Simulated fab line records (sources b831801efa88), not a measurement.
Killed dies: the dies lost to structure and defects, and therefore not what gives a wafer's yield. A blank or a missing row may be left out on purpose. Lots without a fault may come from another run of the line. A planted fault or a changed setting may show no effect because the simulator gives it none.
fab line records | flow gf180mcu | part 2 of 2: steps 26 to 35 of 35
[record] lots = 5 wafers = 15 last-day = 34
route steps=602 shown M5@533 V5@540 TOP_METAL@567
lots that met no fault: from a run of the same line without faults
start-h: the number of hours between the record's first day and the start of the first shown wafer of the lot | wait-h: hours since the lot's step before | " unchanged from the row above | L1.1+2: a row that stands for several wafers | - either no value or no given start | * or withheld: withheld | < > ~ a bound
route shown NAME@n: names a module that has steps shown in the file, with the first one's number in the route | usual: average and standard deviation across the fault-free wafers | same: alike in all rows | chamber/n: place in a boat | sites: the reading at each site | _std_site: standard deviation across them | _edge_site: outer sites' mean less inner sites' | radius-mm: how far each site lies from the wafer's centre | mask NAME#n: copy n | behind: the most recent tool/chamber to have shaped the wafer | hold: the reason the lot was held/the length of the hold in hours/how it ended | device: whichever transistor did not switch (one of n, p or np) | end of line: the same wafers' tests at the end of the route | for a step that has no rows: nothing shown but its recipe | killed: not the wafer's yield, but the dies lost to structure and defects at the first sort | map: a wafer's dies, x killed, . not, _ none there
set.NAME: setting as actually run; set.NAME@STEP: the setting as run at that earlier step | model.NAME: the simulator's own value behind a step, which no gauge read
certain route steps with their lots: each step a table, each wafer a row
services: a tool's chamber out of use, with start hour (start-h, from the record's first day; less than 0 if before it), hours out, and reason
[[steps]]
[step GF_V5_STRIP_18]
[recipe] chemistry = O2/N2 power-w = 1400 pressure-mtorr = 1500 platen-temp-c = 250 o2-flow-sccm = 3000 n2-flow-sccm = 300 overash-fraction = 0.5
[usual] drypump-motor-current-A = 5.76/0.29 heater-power-w = 355/25 oes-product-au = 0.568/0.0048
// columns lot.wafer tool chamber start-h wait-h drypump-motor-current-A heater-power-w oes-product-au rf-hours-counter-h
L076.1 plasma-asher-03 0 645.41 - 5.49 325 0.574 90
L076.5 " 1 " " 5.83 332 0.571 -
L076.6 " 0 " " 5.47 330 0.574 -
L084.2 plasma-asher-03 0 705.77 - 5.46 324 0.568 97
L084.4 " 0 " " 5.45 323 0.571 -
L084.6 " 1 " " 5.87 328 0.560 -
L087.3 plasma-asher-01 0 723.47 - 5.76 369 0.558 -
L087.5 " 0 " " 5.78 374 0.566 -
L087.6 " 1 " " 5.28 341 0.561 -
L088.1 plasma-asher-04 1 733.16 - 5.85 375 0.569 32
L088.4 " 1 " " 5.82 393 0.576 -
L088.6 " 0 " " 6.18 367 0.565 -
L096.1 plasma-asher-04 0 777.34 - 6.17 360 0.570 37
L096.5 " 0 " " 6.17 356 0.570 -
L096.6 " 1 " " 5.80 392 0.569 -
[step GF_V5_STRIP_19]
[recipe] chemistry = post-etch-residue-remover time-s = 1200 temp-c = 72.5
[usual] temp-c = 72.50/0.1
// columns lot.wafer tool chamber start-h wait-h temp-c
L076.1 wet-bench-04 1 645.51 0.1 72.45
L076.5 " 1 " " 72.38
L076.6 " 1 " " 72.47
L084.2 wet-bench-01 1 705.87 0.1 72.60
L084.4 " 1 " " 72.49
L084.6 " 1 " " 72.54
L087.3 wet-bench-02 1 723.54 0.0 72.43
L087.5 " 1 " " 72.39
L087.6 " 1 " " 72.42
L088.1 wet-bench-01 3 733.26 0.1 72.61
L088.4 " 3 " " 72.45
L088.6 " 3 " " 72.54
L096.1 wet-bench-02 2 777.44 0.1 72.61
L096.5 " 2 " " 72.57
L096.6 " 2 " " 72.55
[step GF_V5_CLEAN_20]
[recipe] chemistry = DIW dry = n2-spin
// columns lot.wafer tool chamber start-h wait-h
L076.1+5+6 wet-bench-02 0 645.85 0.0
L084.2+4+6 wet-bench-02 0 706.21 0.0
L087.3+5+6 wet-bench-01 1 723.88 0.0
L088.1+4+6 wet-bench-02 2 733.60 0.0
L096.1+5+6 wet-bench-04 3 777.78 0.0
[step GF_V5_SPUTTER_21]
[recipe] material = Ti target-thk-nm = 15 chamber-pressure-pa = 5 power-w = 2500 substrate-temp-c = 200 time-s = 80.02
[usual] throttle-valve-pct = 29.9/1
// columns lot.wafer tool chamber start-h wait-h throttle-valve-pct
L076.1 pvd-sputter-03 - 645.94 0.0 29.7
L076.5 " - " " 28.8
L076.6 " - " " 31.7
L084.2 pvd-sputter-03 - 706.31 0.0 28.4
L084.4 " - " " 31.8
L084.6 " - " " 28.8
L087.3 pvd-sputter-03 - 723.97 0.0 29.6
L087.5 " - " " 31.8
L087.6 " - " " 29.5
L088.1 pvd-sputter-01 - 733.70 0.0 28.2
L088.4 " - " " 29.8
L088.6 " - " " 30.1
L096.1 pvd-sputter-03 - 777.88 0.0 30.4
L096.5 " - " " 28.4
L096.6 " - " " 30.6
[step GF_V5_SPUTTER_22]
[recipe] material = TiN target-thk-nm = 10 chamber-pressure-pa = 5 power-w = 4000 time-s = 40
[usual] throttle-valve-pct = 29.9/1
// columns lot.wafer tool chamber start-h wait-h throttle-valve-pct
L076.1 pvd-sputter-03 - 646.00 0.0 29.7
L076.5 " - " " 28.5
L076.6 " - " " 31.8
L084.2 pvd-sputter-03 - 706.37 0.0 28.7
L084.4 " - " " 31.5
L084.6 " - " " 28.9
L087.3 pvd-sputter-03 - 724.04 0.0 29.7
L087.5 " - " " 31.7
L087.6 " - " " 30.0
L088.1 pvd-sputter-01 - 733.76 0.0 28.4
L088.4 " - " " 29.8
L088.6 " - " " 30.1
L096.1 pvd-sputter-03 - 777.94 0.0 30.5
L096.5 " - " " 28.8
L096.6 " - " " 30.5
[step GF_V5_CVD_23]
[recipe] material = W target-thk-nm = 350 time-s = 104.9 temp-c = 400 pressure-torr = 40
[usual] heater-power-w = 913/40
// columns lot.wafer tool chamber start-h wait-h heater-power-w
L076.1 cvd-w-02 1 646.04 0.0 883
L076.5 " 1 " " 903
L076.6 " 0 " " 904
L084.2 cvd-w-01 0 706.41 0.0 892
L084.4 " 1 " " 967
L084.6 " 0 " " 901
L087.3 cvd-w-01 1 724.11 0.1 973
L087.5 " 0 " " 929
L087.6 " 1 " " 969
L088.1 cvd-w-01 0 733.80 0.0 884
L088.4 " 1 " " 960
L088.6 " 1 " " 967
L096.1 cvd-w-02 1 777.98 0.0 897
L096.5 " 0 " " 900
L096.6 " 1 " " 891
[step GF_V5_RS_MEAS_24]
[recipe] thk-meas-gauge = four-point-probe reads = W_of_V5_CVD_23+TiN_of_V5_SPUTTER_22+Ti_of_V5_SPUTTER_21
[usual] V5_W_RS = 0.329/0.0046
// columns lot.wafer tool chamber start-h wait-h V5_W_RS[ohm/sq]
L076.1 film-metro-04 - 646.15 0.1 0.334
L076.5 " - " " 0.332
L076.6 " - " " 0.327
L084.2 film-metro-04 - 706.54 0.1 0.331
L084.4 " - " " 0.325
L084.6 " - " " 0.333
L087.3 film-metro-02 - 724.23 0.1 0.320
L087.5 " - " " 0.324
L087.6 " - " " 0.320
L088.1 film-metro-02 - 733.91 0.1 0.328
L088.4 " - " " 0.328
L088.6 " - " " 0.326
L096.1 film-metro-01 - 778.09 0.1 0.334
L096.5 " - " " 0.330
L096.6 " - " " 0.337
[step GF_V5_THK_MEAS_25]
[recipe] thk-meas-gauge = xrf reads = W_of_V5_CVD_23
[usual] V5_W_THK = 360/5.4
// columns lot.wafer tool chamber start-h wait-h V5_W_THK[nm]
L076.1 film-metro-04 - 646.27 0.1 356
L076.5 " - " " 355
L076.6 " - " " 363
L084.2 film-metro-04 - 706.65 0.1 354
L084.4 " - " " 366
L084.6 " - " " 355
L087.3 film-metro-02 - 724.33 0.1 370
L087.5 " - " " 365
L087.6 " - " " 370
L088.1 film-metro-02 - 734.03 0.1 360
L088.4 " - " " 360
L088.6 " - " " 363
L096.1 film-metro-01 - 778.21 0.1 358
L096.5 " - " " 362
L096.6 " - " " 354
[step GF_V5_CMP_26]
[recipe] stop-on = SiO2 down-force-psi = 3.5 platen-rpm = 60 t-overpolish-s = 15 target-thk-nm = 0 pad-velocity-m-s = 0.94248
[usual] motor-current-A = 10.7/1.1 overpolish-run-s = 15.000/0.0084 slurry-flow-ml-min = 150.1/0.5 time-to-endpoint-s = 83.6/2.8
// columns lot.wafer tool chamber start-h wait-h motor-current-A overpolish-run-s slurry-flow-ml-min time-to-endpoint-s
L076.1 cmp-01 1 646.38 0.1 12.6 15.005 149.8 81.4
L076.5 " 0 " " 9.9 14.994 149.6 83.0
L076.6 " 1 " " 12.7 14.992 149.6 80.3
L084.4 cmp-01 1 706.80 0.1 12.5 15.002 150.0 85.0
L084.2 " 2 " " 10.7 15.004 150.3 84.1
L084.6 " 3 " " 10.1 15.009 149.3 79.7
L087.3 cmp-01 2 724.52 0.2 10.6 15.003 150.0 83.9
L087.6 " 3 " " 9.9 14.997 150.1 83.9
L087.5 " 0 " " 9.4 15.004 150.4 87.9
L088.1 cmp-01 3 734.09 0.1 10.1 14.994 150.4 82.1
L088.4 " 0 " " 9.1 15.006 149.4 85.0
L088.6 " 3 " " 10.2 14.999 150.4 81.8
L096.1 cmp-01 0 780.54 2.3 9.8 15.012 149.5 85.0
L096.6 " 1 " " 12.0 14.986 150.3 82.4
L096.5 " 2 " " 11.1 15.008 150.2 84.4
[step GF_TOP_METAL_SPUTTER_00]
[recipe] material = Ti target-thk-nm = 37.5 arriving-ion-energy-ev = 80 substrate-temp-c = 200 chamber-pressure-pa = 2 power-w = 4000 time-s = 150
[usual] throttle-valve-pct = 29.8/0.96
// columns lot.wafer tool chamber start-h wait-h throttle-valve-pct
L076.1 pvd-sputter-04 - 646.63 0.2 29.3
L076.5 " - " " 29.4
L076.6 " - " " 29.0
L084.2 pvd-sputter-01 - 707.00 0.1 28.5
L084.4 " - " " 30.1
L084.6 " - " " 29.7
L087.3 pvd-sputter-04 - 724.67 0.1 31.8
L087.5 " - " " 29.2
L087.6 " - " " 29.5
L088.1 pvd-sputter-04 - 734.39 0.2 31.8
L088.4 " - " " 29.2
L088.6 " - " " 29.6
L096.1 pvd-sputter-04 - 780.69 0.1 31.8
L096.5 " - " " 28.9
L096.6 " - " " 29.5
[[services]]
// columns tool chamber start-h hours kind
krf-scanner-01 - 603.97 0.8 pm
cmp-01 - 604.98 3.6 pm
wet-bench-04 - 627.22 0.7 repair
hdpcvd-01 1 628.75 10.8 repair
krf-scanner-01 - 630.38 1.3 pm
rie-metal-01 1 631.94 7.4 repair
hdpcvd-01 0 632.38 4.2 repair
hdpcvd-01 - 641.07 1.0 repair
rie-diel-02 0 648.75 5.9 repair
plasma-asher-02 - 648.83 1.2 repair
rie-diel-02 1 652.70 8.2 repair
plasma-asher-02 - 658.36 3.0 repair
krf-scanner-01 - 668.29 1.2 repair
rie-diel-01 1 671.76 1.5 repair
plasma-asher-02 - 679.94 2.7 repair
krf-scanner-01 - 690.34 1.0 pm
krf-scanner-01 - 695.36 0.6 repair
krf-scanner-01 - 699.75 3.0 repair
plasma-asher-04 - 730.60 0.4 repair
wet-bench-04 - 732.48 2.5 repair
pvd-sputter-04 - 737.40 2.3 repair
pvd-sputter-04 - 741.48 1.1 repair
plasma-asher-04 - 770.11 2.3 repair
krf-scanner-01 - 772.75 0.8 pm
